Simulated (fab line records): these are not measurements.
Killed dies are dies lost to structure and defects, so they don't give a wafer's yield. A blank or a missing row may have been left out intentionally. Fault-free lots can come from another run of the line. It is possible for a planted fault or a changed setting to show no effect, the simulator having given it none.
fab line records    flow sky130
record: lots: 7  wafers: 21  last_day: 50
route steps=708 shown FIELD_ISO@11
lots untouched by any fault: they come from a run of this same line in which no faults occurred
start_h: hours from the record's first day to the start of the lot's first wafer shown    wait_h: hours from the lot's prior step to this one    " the same as in the row above    L1.1+2: a single row standing in for several wafers    - no value, or no start given    * or withheld: withheld    < > ~ a bound
route shown NAME@n: NAME is a module with steps in the file, n the number in the route of the first one    usual: average and standard deviation across the fault-free wafers    same: alike in all rows    chamber/n: place in a boat    sites: the reading at each site    _std_site: the standard deviation of these    _edge_site: inner sites' mean taken away from outer sites' mean    radius_mm: how far each site lies from the wafer's centre    mask NAME#n: copy n    behind: the last tool/chamber to shape the wafer    hold: reason for holding the lot/hours on hold/outcome of the hold    device: transistor that didn't switch, given as n, p or np    end of line: tests of these same wafers at the route's end    step lacking rows: just its recipe    killed: dies that structure and defects cost at the first sort, which is not the same as the wafer's yield    map: a wafer's dies, marking killed ones x, the rest . and places with no die _
set.NAME: the setting as run; set.NAME@STEP: as run at that earlier step    model.NAME: the simulator's own value behind a step, which no gauge read
lots at selected steps of the route; one table per step, one row per wafer
services: the hour from which a tool's chamber was out of use, counted from the record's first day as start_h (under 0 if before that day), plus the number of hours and why
== steps ==
step: SKY_FIELD_ISO_EXPOSE_10
recipe: mask_id: FOM  na: 0.68  source_shape: annular  sigma_inner: 0.4  sigma_outer: 0.8  target_cd_nm: 150  dose_mj: 28
step: SKY_FIELD_ISO_PEB_11
recipe: peb_temp_c: withheld  peb_time_s: withheld  resist: KrF-thick
step: SKY_FIELD_ISO_DEVELOP_12
recipe: develop_time_s: 60  resist: KrF-thick  dev_temp_c: 21
step: SKY_FIELD_ISO_CD_MEAS_13
recipe: target_cd_nm: 150
usual: cd_nm: 149.7/1.6
lot.wafer  tool       chamber  start_h  wait_h  cd_nm
L751.1     cd_sem-01  -        64.72    -       149.5
L751.3     "          -        "        "       149.6
L751.4     "          -        "        "       150.5
L753.1     cd_sem-01  -        78.09    -       149.0
L753.4     "          -        "        "       148.6
L753.6     "          -        "        "       149.4
L756.3     cd_sem-02  -        92.54    -       151.6
L756.5     "          -        "        "       150.2
L756.6     "          -        "        "       151.3
L757.2     cd_sem-02  -        95.46    -       152.0
L757.3     "          -        "        "       152.3
L757.6     "          -        "        "       151.3
L758.2     cd_sem-01  -        101.57   -       150.4
L758.4     "          -        "        "       150.2
L758.6     "          -        "        "       150.8
L760.1     cd_sem-01  -        111.32   -       150.2
L760.2     "          -        "        "       148.2
L760.3     "          -        "        "       149.5
L766.1     cd_sem-01  -        144.87   -       146.7
L766.3     "          -        "        "       148.2
L766.4     "          -        "        "       147.4
step: SKY_FIELD_ISO_ETCH_14
recipe: chemistry: N2/H2  target: BARC  ion_energy_ev: 200  source_w: 500  bias_w: 100  pressure_mtorr: 30  n2_flow_sccm: 100  h2_flow_sccm: 200  stop_on: SiO2  time_s: 45.9  target_depth_a: 600
usual: drypump_motor_current_A: 5.7/0.49  oes_product_au: 0.856/0.0046  throttle_valve_pct: 13.225/0.0092
same: time_s: 45.9
lot.wafer  tool         chamber  start_h  wait_h  drypump_motor_current_A  oes_product_au  rf_hours_counter_h  throttle_valve_pct
L751.1     rie_diel-02  2        64.84    0.1     6.6                      0.861           149                 13.215
L751.3     "            3        "        "       5.5                      0.857           4                   13.221
L751.4     "            1        "        "       5.6                      0.856           170                 13.224
L753.1     rie_diel-03  1        78.21    0.1     5.5                      0.850           101                 13.221
L753.4     "            2        "        "       5.7                      0.857           -                   13.214
L753.6     "            2        "        "       5.7                      0.858           -                   13.224
L756.3     rie_diel-03  1        92.64    0.1     5.5                      0.859           -                   13.214
L756.5     "            1        "        "       5.5                      0.853           -                   13.216
L756.6     "            2        "        "       5.8                      0.847           -                   13.240
L757.2     rie_diel-03  3        95.56    0.1     5.8                      0.856           0                   13.231
L757.3     "            2        "        "       5.7                      0.860           67                  13.227
L757.6     "            2        "        "       5.7                      0.857           -                   13.217
L758.2     rie_diel-03  1        101.67   0.1     5.5                      0.862           101                 13.230
L758.4     "            1        "        "       5.5                      0.859           -                   13.218
L758.6     "            3        "        "       5.8                      0.852           -                   13.233
L760.1     rie_diel-03  2        111.44   0.1     5.7                      0.864           67                  13.228
L760.2     "            3        "        "       5.7                      0.857           0                   13.222
L760.3     "            1        "        "       5.5                      0.853           101                 13.221
L766.1     rie_diel-04  0        144.99   0.1     6.3                      0.853           8                   13.232
L766.3     "            1        "        "       4.7                      0.860           0                   13.235
L766.4     "            3        "        "       5.8                      0.854           122                 13.224
step: SKY_FIELD_ISO_ETCH_15
recipe: chemistry: CHF3/O2  target_depth_nm: 180  stop_on: Si  source_w: 600  bias_w: 200  pressure_mtorr: 40  chf3_flow_sccm: 50  O2_flow_sccm: 5  time_s: 72
usual: drypump_motor_current_A: 5.7/0.48  oes_product_au: 0.945/0.0066  throttle_valve_pct: 8.844/0.0094
same: time_s: 72
lot.wafer  tool         chamber  start_h  wait_h  drypump_motor_current_A  oes_product_au  rf_hours_counter_h  throttle_valve_pct
L751.1     rie_diel-02  2        64.88    0.0     6.5                      0.957           149                 8.843
L751.3     "            3        "        "       5.6                      0.948           4                   8.851
L751.4     "            1        "        "       5.6                      0.945           170                 8.858
L753.1     rie_diel-03  1        78.28    0.0     5.5                      0.947           101                 8.850
L753.4     "            2        "        "       5.7                      0.936           -                   8.844
L753.6     "            2        "        "       5.7                      0.940           -                   8.857
L756.3     rie_diel-03  1        92.71    0.0     5.5                      0.943           -                   8.828
L756.5     "            1        "        "       5.5                      0.952           -                   8.848
L756.6     "            2        "        "       5.7                      0.950           -                   8.835
L757.2     rie_diel-03  3        95.60    0.0     5.8                      0.938           0                   8.831
L757.3     "            2        "        "       5.7                      0.937           67                  8.829
L757.6     "            2        "        "       5.7                      0.937           -                   8.846
L758.2     rie_diel-03  1        101.71   0.0     5.5                      0.948           101                 8.842
L758.4     "            1        "        "       5.5                      0.941           -                   8.849
L758.6     "            3        "        "       5.7                      0.949           -                   8.832
L760.1     rie_diel-03  2        111.48   0.0     5.7                      0.952           67                  8.843
L760.2     "            3        "        "       5.8                      0.957           0                   8.834
L760.3     "            1        "        "       5.5                      0.946           101                 8.835
L766.1     rie_diel-04  0        145.03   0.0     6.4                      0.943           8                   8.845
L766.3     "            1        "        "       4.7                      0.944           0                   8.843
L766.4     "            3        "        "       5.8                      0.951           122                 8.851
step: SKY_FIELD_ISO_STRIP_16
recipe: chemistry: O2/N2  power_w: 1400  pressure_mtorr: 1500  platen_temp_c: withheld  o2_flow_sccm: 3000  n2_flow_sccm: 300  overash_fraction: 0.5
usual: drypump_motor_current_A: 5.7/0.49  o2_flow_sccm: 3001/9.6  oes_product_au: 0.379/0.0045  strip_time_to_endpoint_s: 3.56/0.033
lot.wafer  tool             chamber  start_h  wait_h  drypump_motor_current_A  o2_flow_sccm  oes_product_au  rf_hours_counter_h  strip_time_to_endpoint_s
L751.1     plasma_asher-02  0        64.94    0.0     6.4                      3016          0.377           39                  3.57
L751.3     "                1        "        "       6.0                      2995          0.375           -                   3.61
L751.4     "                0        "        "       6.3                      3018          0.384           -                   3.53
L753.1     plasma_asher-03  0        78.36    0.1     5.4                      3018          0.381           40                  3.57
L753.4     "                0        "        "       5.4                      3011          0.383           -                   3.56
L753.6     "                1        "        "       5.4                      2997          0.383           -                   3.54
L756.3     plasma_asher-02  1        92.80    0.1     6.0                      2996          0.379           -                   3.56
L756.5     "                1        "        "       6.0                      3012          0.376           -                   3.55
L756.6     "                0        "        "       6.4                      3004          0.381           -                   3.56
L757.2     plasma_asher-02  0        95.66    0.0     6.4                      2994          0.382           42                  3.58
L757.3     "                0        "        "       6.4                      3005          0.383           -                   3.57
L757.6     "                1        "        "       6.0                      3003          0.379           -                   3.57
L758.2     plasma_asher-01  1        101.77   0.0     5.0                      3010          0.383           29                  3.58
L758.4     "                1        "        "       5.0                      3000          0.379           -                   3.55
L758.6     "                0        "        "       5.6                      2996          0.377           -                   3.56
L760.1     plasma_asher-03  0        111.54   0.0     5.4                      2999          0.368           44                  3.54
L760.2     "                1        "        "       5.3                      3018          0.382           44                  3.50
L760.3     "                0        "        "       5.4                      3002          0.377           -                   3.59
L766.1     plasma_asher-01  0        145.09   0.0     5.6                      3001          0.379           34                  3.60
L766.3     "                1        "        "       5.0                      2999          0.379           -                   3.57
L766.4     "                0        "        "       5.6                      3001          0.381           -                   3.57
step: SKY_FIELD_ISO_ETCH_17
recipe: target_depth_a: 3420  mask_material: Si3N4  chemistry: HBr/Cl2/O2  target: Si  taper_deg: 5  icp_w: 600  bias_w: 150  pressure_mtorr: 15  HBr_flow_sccm: 150  Cl2_flow_sccm: 40  O2_flow_sccm: 6  time_s: 97.7
usual: drypump_motor_current_A: 5.6/0.54  oes_product_au: 1.001/0.0081  throttle_valve_pct: 25.657/0.011
same: time_s: 97.7
lot.wafer  tool       chamber  start_h  wait_h  drypump_motor_current_A  oes_product_au  rf_hours_counter_h  throttle_valve_pct
L751.1     rie_si-02  0        65.04    0.1     6.5                      0.991           66                  25.667
L751.3     "          1        "        "       6.3                      1.007           111                 25.658
L751.4     "          2        "        "       4.9                      1.004           76                  25.663
L753.1     rie_si-02  3        78.46    0.1     5.8                      0.996           85                  25.643
L753.4     "          2        "        "       4.9                      1.002           76                  25.662
L753.6     "          1        "        "       6.3                      0.998           -                   25.655
L756.3     rie_si-01  1        92.87    0.0     5.4                      1.006           3                   25.652
L756.5     "          1        "        "       5.4                      1.001           -                   25.642
L756.6     "          2        "        "       6.0                      0.991           -                   25.662
L757.2     rie_si-02  2        95.76    0.1     4.9                      1.007           76                  25.648
L757.3     "          3        "        "       5.7                      1.008           86                  25.652
L757.6     "          3        "        "       5.8                      0.999           -                   25.652
L758.2     rie_si-02  2        101.87   0.1     4.9                      1.000           76                  25.641
L758.4     "          0        "        "       6.4                      0.992           66                  25.678
L758.6     "          0        "        "       6.5                      1.006           -                   25.652
L760.1     rie_si-02  0        111.64   0.1     6.5                      0.993           66                  25.661
L760.2     "          1        "        "       6.3                      1.014           111                 25.644
L760.3     "          2        "        "       4.9                      1.006           76                  25.654
L766.1     rie_si-01  0        145.19   0.1     5.6                      1.010           126                 25.647
L766.3     "          3        "        "       4.9                      0.998           33                  25.673
L766.4     "          1        "        "       5.4                      1.008           3                   25.639
step: SKY_FIELD_ISO_WET_ETCH_18
recipe: chemistry: H3PO4  target_depth_nm: 25  temp_c: 160  target: Si3N4  time_s: 286
step: SKY_FIELD_ISO_CLEAN_19
recipe: chemistry: SC1/SC2  mix: 1:4:20  temp_c: 70  time_s: 150
step: SKY_FIELD_ISO_CLEAN_20
recipe: chemistry: dHF  time_s: 20  dilution: 100:1
step: SKY_FIELD_ISO_WET_ETCH_21
recipe: chemistry: dHF  dilution: 100:1  target_depth_nm: 20  dry: ipa_marangoni  target: SiO2  temp_c: 25  time_s: 400
step: SKY_FIELD_ISO_OXIDATION_22
recipe: temp_c: 950  ambient: O2  stabilise_s: 600  purge_s: 300  target_thk_a: 100  ox_time_s: 623
usual: ox_temp_c: 950.1/0.43  ox_temp_c_max: 954.6/0.99  spike_tc_lower_C: 950.1/0.97  stabilise_s: 600/0
lot.wafer  tool        chamber  start_h  wait_h  ox_temp_c  ox_temp_c_max  spike_tc_lower_C  stabilise_s
L751.1     furnace-02  0        67.89    2.5     950.6      953.6          950.0             600
L751.3     "           0        "        "       950.4      954.2          951.7             600
L751.4     "           0        "        "       950.2      954.2          949.3             600
L753.1     furnace-01  0        80.70    1.9     950.0      955.5          949.5             600
L753.4     "           0        "        "       950.1      954.1          951.0             600
L753.6     "           0        "        "       949.9      956.6          951.4             600
L756.3     furnace-01  -        94.00    0.8     -          -              -                 -
L756.5     "           -        "        "       -          -              -                 -
L756.6     "           -        "        "       -          -              -                 -
L757.2     furnace-02  -        98.13    2.0     -          -              -                 -
L757.3     "           -        "        "       -          -              -                 -
L757.6     "           -        "        "       -          -              -                 -
L758.2     furnace-02  -        102.23   0.0     -          -              -                 -
L758.4     "           -        "        "       -          -              -                 -
L758.6     "           -        "        "       -          -              -                 -
L760.1     furnace-01  0        112.62   0.6     950.4      955.2          951.0             600
L760.2     "           0        "        "       950.2      954.9          949.3             600
L760.3     "           0        "        "       950.4      954.9          950.1             600
L766.1     furnace-01  0        150.64   5.1     949.5      955.7          949.1             600
L766.3     "           0        "        "       950.1      955.2          949.7             600
L766.4     "           0        "        "       950.0      955.3          950.5             600
step: SKY_FIELD_ISO_CVD_24
recipe: material: SiO2  target_thk_nm: 595  temp_c: 650  sigma_open_frac: 0.3  time_s: 99.2  sih4_flow_sccm: 60  pressure_mtorr: 6
== services ==
tool             chamber  start_h  hours  kind
furnace-02       -        46.96    5.5    pm
furnace-01       -        52.53    4.4    pm
rie_diel-03      3        65.04    -      clean
rie_diel-03      3        65.04    30.1   scheduled_down
rie_diel-03      3        65.04    30.1   vent_cycle
rie_diel-02      2        70.23    3.3    repair
rie_diel-03      0        75.32    38.4   repair
furnace-01       -        75.46    3.7    pm
plasma_asher-02  -        83.30    6.0    repair
furnace-01       -        90.82    1.9    pm
plasma_asher-02  -        108.75   9.0    pm
plasma_asher-02  0        108.75   9.0    vent_cycle
plasma_asher-02  1        108.75   9.0    vent_cycle
furnace-02       -        109.49   2.7    pm
plasma_asher-03  -        115.42   15.3   repair
plasma_asher-02  0        117.75   -      clean
plasma_asher-02  1        117.75   -      clean
rie_si-02        -        120.31   14.6   pm
rie_diel-02      0        122.34   4.5    repair
rie_diel-04      1        122.57   16.3   repair
plasma_asher-02  -        128.44   0.4    repair
plasma_asher-03  -        147.88   0.5    repair
plasma_asher-02  -        148.56   0.4    repair
rie_diel-04      -        150.24   2.6    repair
== key ==
first_sign: step: SKY_FIELD_ISO_OXIDATION_22  reading: tool_record  direction: missing
effect none on later readings
met_at SKY_FIELD_ISO_OXIDATION_22
struck_wafers L756.3,L756.5,L756.6,L757.2,L757.3,L757.6,L758.2,L758.4,L758.6
later_rows_left_out L756.3,L756.5,L756.6,L757.2,L757.3,L757.6,L758.2,L758.4,L758.6
sort_left_out L756.3,L756.5,L756.6,L757.2,L757.3,L757.6,L758.2,L758.4,L758.6
tester_left_out L756,L757,L758
onset_between 80.70 94.00
fault: kind: skipped_step_whole  tool: furnace-01,furnace-02  chamber: -  onset_h: 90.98  steps: SKY_FIELD_ISO_OXIDATION_22  scope: struck_lots_only
tester_left_out: of these lots the tester's yield and bins aren't shown, on N5 and GAA mostly nor the transistor test; their killed dies are dies lost to structure and defects alone, not to doping, threshold or leakage, so they don't give the yield
sort_left_out: the simulated sort isn't trusted on such a fault, so these wafers' sort isn't shown, and their yield isn't known
later_rows_left_out: the simulator's readings of these wafers behind a module that went badly wrong aren't trusted and aren't shown, but for the sort
